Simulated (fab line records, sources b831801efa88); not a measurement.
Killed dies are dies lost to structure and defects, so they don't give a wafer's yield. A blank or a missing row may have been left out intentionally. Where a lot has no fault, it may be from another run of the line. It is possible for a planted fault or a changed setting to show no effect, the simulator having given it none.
Which tool was responsible? + flow sky130 + 14 lots, 42 wafers sampled, at 5 steps of a route of 708

== WHAT EACH GAUGE READ, for each wafer ==
SKY_VT_ADJUST_LVTN_OVL_MEAS_18. Usual: VT_ADJUST_LVTN_01_OVL gives -0.4 nm (standard deviation 1.4).
| lot  | measured     | on         | VT_ADJUST_LVTN_01_OVL (nm) | flag |
|------|--------------|------------|----------------------------|------|
| L908 | day 7 19:12  | overlay-02 | 0.7 -2.8 -0.8              |      |
| L909 | day 8 02:32  | overlay-02 | -2.8 -1.4 -2.7             |      |
| L910 | day 8 05:56  | overlay-02 | -1.6 -3.7 -3.8             |      |
| L911 | day 8 15:34  | overlay-02 | -1.3 0.3 -0.9              |      |
| L912 | day 9 13:40  | overlay-01 | -2.4 -1.0 0.1              |      |
| L914 | day 9 19:32  | overlay-02 | 0.7 0.5 1.3                |      |
| L917 | day 10 13:13 | overlay-02 | -0.9 -0.5 -1.7             |      |
| L920 | day 11 12:55 | overlay-02 | -0.9 -1.7 -1.4             |      |
| L921 | day 11 14:52 | overlay-02 | 2.3 2.1 0.7                |      |
| L924 | day 12 06:54 | overlay-02 | -2.0 -1.8 -1.0             |      |
| L926 | day 12 20:03 | overlay-02 | -0.2 1.2 0.1               |      |
| L928 | day 13 13:08 | overlay-01 | -0.8 -1.0 0.0              |      |
| L929 | day 13 23:13 | overlay-01 | 1.0 -0.9 0.9               |      |
| L931 | day 14 05:37 | overlay-01 | 2.0 0.8 0.9                |      |

== TOOL THAT RAN EACH LOT (tool first, then ch and the chambers of the sampled wafers, then the start) ==
| lot  | SKY_FIELD_ISO_ETCH_15             | SKY_NWELL_STRIP_14                   | SKY_NWELL_COAT_18                 | SKY_NWELL_STRIP_25                   |
|------|-----------------------------------|--------------------------------------|-----------------------------------|--------------------------------------|
| L908 | rie diel-03 ch 1,2,3, day 2 04:46 | plasma asher-01 ch 0,1, day 4 14:08  | litho track-04 ch 0, day 4 23:23  | plasma asher-02 ch 0,1, day 5 07:44  |
| L909 | rie diel-01 ch 0,1,2, day 2 10:38 | plasma asher-04 ch 0,1, day 4 21:41  | litho track-04 ch 0, day 5 05:34  | plasma asher-02 ch 1, day 5 15:08    |
| L910 | rie diel-02 ch 0,3, day 2 15:35   | plasma asher-02 ch 0,1, day 4 22:38  | litho track-03 ch 0, day 5 06:17  | plasma asher-01 ch 0,1, day 5 16:53  |
| L911 | rie diel-02 ch 0,2,3, day 2 20:13 | plasma asher-04 ch 1, day 5 06:26    | litho track-01 ch 0, day 5 15:58  | plasma asher-01 ch 0,1, day 6 01:28  |
| L912 | rie diel-01 ch 1,2,3, day 3 01:58 | plasma asher-02 ch 0,1, day 6 01:53  | litho track-04 ch 0, day 6 11:11  | plasma asher-02 ch 0,1, day 6 21:25  |
| L914 | rie diel-02 ch 0,1,2, day 3 12:55 | plasma asher-01 ch 0,1, day 6 07:59  | litho track-01 ch 0, day 6 17:55  | plasma asher-01 ch 0,1, day 7 03:56  |
| L917 | rie diel-03 ch 1,2,3, day 4 07:05 | plasma asher-04 ch 0,1, day 6 22:05  | litho track-03 ch 0, day 7 08:23  | plasma asher-04 ch 0,1, day 7 19:05  |
| L920 | rie diel-03 ch 0,1,2, day 4 21:10 | plasma asher-01 ch 0,1, day 7 19:06  | litho track-01 ch 0, day 8 05:47  | plasma asher-04 ch 0,1, day 8 16:15  |
| L921 | rie diel-02 ch 0,1,3, day 5 00:19 | plasma asher-04 ch 0,1, day 7 21:46  | litho track-03 ch 0, day 8 08:45  | plasma asher-04 ch 0,1, day 8 19:35  |
| L924 | rie diel-01 ch 1,2,3, day 5 16:49 | plasma asher-04 ch 0,1, day 8 12:58  | litho track-01 ch 0, day 8 23:02  | plasma asher-02 ch 0,1, day 9 10:49  |
| L926 | rie diel-03 ch 0,2,3, day 6 03:04 | plasma asher-01 ch 0,1, day 9 01:01  | litho track-01 ch 0, day 9 12:05  | plasma asher-01 ch 0,1, day 9 23:10  |
| L928 | rie diel-03 ch 1,2,3, day 6 13:01 | plasma asher-04 ch 0,1, day 9 15:38  | litho track-04 ch 0, day 10 01:56 | plasma asher-04 ch 0,1, day 10 14:20 |
| L929 | rie diel-03 ch 0,2,3, day 6 20:37 | plasma asher-01 ch 0,1, day 10 01:13 | litho track-01 ch 0, day 10 12:19 | plasma asher-01 ch 0,1, day 10 23:50 |
| L931 | rie diel-02 ch 0,3, day 7 06:31   | plasma asher-02 ch 0,1, day 10 05:56 | litho track-01 ch 0, day 10 16:37 | plasma asher-04 ch 0,1, day 11 04:32 |
- SKY_FIELD_ISO_ETCH_15: etches the open film in CHF3/O2, stops on Si, target depth 180 nm, time 72 s.
- SKY_NWELL_STRIP_14: strips in O2/N2.
- SKY_NWELL_COAT_18: resist thk 3000 nm.
- SKY_NWELL_STRIP_25: strips in O2/N2.

== WHAT THE TOOLS THEMSELVES READ (means of the sampled wafers that have a number; where no wafer has one, the mark that the record gives instead) ==
SKY_FIELD_ISO_ETCH_15. Usual: O2_flow_sccm 5.002 sccm, standard deviation 0.015; drypump motor current A 5.9 A, standard deviation 0.42; oes product au 0.935 a.u., standard deviation 0.0068; throttle valve pct 8.840 %, standard deviation 0.0089.
| lot  | tool        | O2_flow_sccm (sccm) | drypump motor current A (A) | oes product au (a.u.) | throttle valve pct (%) | flag |
|------|-------------|---------------------|-----------------------------|-----------------------|------------------------|------|
| L908 | rie diel-03 | 4.999               | 6.0                         | 0.940                 | 8.846                  |      |
| L909 | rie diel-01 | 4.993               | 6.1                         | 0.929                 | 8.840                  |      |
| L910 | rie diel-02 | 4.982               | 5.3                         | 0.932                 | 8.839                  |      |
| L911 | rie diel-02 | 4.995               | 5.4                         | 0.934                 | 8.841                  |      |
| L912 | rie diel-01 | 4.996               | 6.0                         | 0.931                 | 8.835                  |      |
| L914 | rie diel-02 | 5.009               | 5.7                         | 0.941                 | 8.838                  |      |
| L917 | rie diel-03 | 5.002               | 6.0                         | 0.926                 | 8.837                  |      |
| L920 | rie diel-03 | 4.994               | 6.1                         | 0.929                 | 8.828                  |      |
| L921 | rie diel-02 | 5.011               | 5.7                         | 0.936                 | 8.844                  |      |
| L924 | rie diel-01 | 5.007               | 6.1                         | 0.932                 | 8.833                  |      |
| L926 | rie diel-03 | 4.997               | 6.0                         | 0.937                 | 8.850                  |      |
| L928 | rie diel-03 | 5.013               | 6.0                         | 0.934                 | 8.843                  |      |
| L929 | rie diel-03 | 5.001               | 6.0                         | 0.946                 | 8.845                  |      |
| L931 | rie diel-02 | 4.998               | 5.4                         | 0.941                 | 8.843                  |      |

SKY_NWELL_STRIP_14. Usual: drypump motor current A 5.7 A, standard deviation 0.42; oes product au 0.722 a.u., standard deviation 0.0047; strip time to endpoint s 36.96 s, standard deviation 0.1.
| lot  | tool            | drypump motor current A (A) | oes product au (a.u.) | strip time to endpoint s (s) | flag |
|------|-----------------|-----------------------------|-----------------------|------------------------------|------|
| L908 | plasma asher-01 | 5.4                         | 0.721                 | 37.05                        |      |
| L909 | plasma asher-04 | 6.0                         | 0.715                 | 36.98                        |      |
| L910 | plasma asher-02 | 5.5                         | 0.716                 | 36.99                        |      |
| L911 | plasma asher-04 | 6.3                         | 0.722                 | 37.03                        |      |
| L912 | plasma asher-02 | 5.3                         | 0.726                 | 37.08                        |      |
| L914 | plasma asher-01 | 5.5                         | 0.725                 | 37.07                        |      |
| L917 | plasma asher-04 | 6.2                         | 0.723                 | 36.98                        |      |
| L920 | plasma asher-01 | 5.4                         | 0.721                 | 36.95                        |      |
| L921 | plasma asher-04 | 6.1                         | 0.724                 | 36.91                        |      |
| L924 | plasma asher-04 | 6.1                         | 0.719                 | 36.97                        |      |
| L926 | plasma asher-01 | 5.5                         | 0.722                 | 37.00                        |      |
| L928 | plasma asher-04 | 6.2                         | 0.720                 | 36.84                        |      |
| L929 | plasma asher-01 | 5.5                         | 0.721                 | 36.88                        |      |
| L931 | plasma asher-02 | 5.3                         | 0.729                 | 36.84                        |      |

SKY_NWELL_STRIP_25. Usual: drypump motor current A 5.6 A, standard deviation 0.42; oes product au 0.723 a.u., standard deviation 0.0041; strip time to endpoint s 36.99 s, standard deviation 0.13.
| lot  | tool            | drypump motor current A (A) | oes product au (a.u.) | strip time to endpoint s (s) | flag |
|------|-----------------|-----------------------------|-----------------------|------------------------------|------|
| L908 | plasma asher-02 | 5.5                         | 0.725                 | 37.13                        |      |
| L909 | plasma asher-02 | 5.1                         | 0.724                 | 37.17                        |      |
| L910 | plasma asher-01 | 5.4                         | 0.725                 | 36.95                        |      |
| L911 | plasma asher-01 | 5.5                         | 0.721                 | 37.01                        |      |
| L912 | plasma asher-02 | 5.5                         | 0.721                 | 37.11                        |      |
| L914 | plasma asher-01 | 5.5                         | 0.726                 | 36.92                        |      |
| L917 | plasma asher-04 | 6.0                         | 0.719                 | 21.81                        | OFF  |
| L920 | plasma asher-04 | 6.2                         | 0.723                 | 36.83                        |      |
| L921 | plasma asher-04 | 6.3                         | 0.719                 | 21.87                        | OFF  |
| L924 | plasma asher-02 | 5.5                         | 0.719                 | 36.73                        |      |
| L926 | plasma asher-01 | 5.4                         | 0.723                 | 36.89                        |      |
| L928 | plasma asher-04 | 6.1                         | 0.721                 | 36.87                        |      |
| L929 | plasma asher-01 | 5.6                         | 0.723                 | 37.13                        |      |
| L931 | plasma asher-04 | 6.2                         | 0.722                 | 36.82                        |      |

== THE ANSWER, worked out from the rows above alone ==
Rule: take the mean of a lot's wafers that have a number; if it is more than 3 standard deviations from the usual mean, the lot is off. Also off: a lot with no number at a reading for which 4 or more lots have one. All remaining lots with rows at the step are treated as sound. First the gauges in route order, then the tools' own readings, where a lot's mean is used as printed above. At the first step where some lot is off, the reading lying furthest off is the one used; lots without a number count as furthest.
Off: L917, L921, at SKY_NWELL_STRIP_25 (strip time to endpoint s).
A tool fits if, at that step or a process step before it, it ran every lot that is off, and no sound lot after the first of them. One candidate fits, namely litho track-03 at SKY_NWELL_COAT_18. Its last sound lot is L910 (day 5 06:17), its first lot that is off L917 (day 7 08:23): a fault that began between those two fits.

== WHAT THE SIMULATOR HAD INSERTED ==
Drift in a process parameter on litho track-03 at SKY_NWELL_COAT_18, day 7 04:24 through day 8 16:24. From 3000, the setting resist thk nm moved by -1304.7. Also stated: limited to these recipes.
Shown lots that were struck: L917, L921. The rule given above showed the same thing.
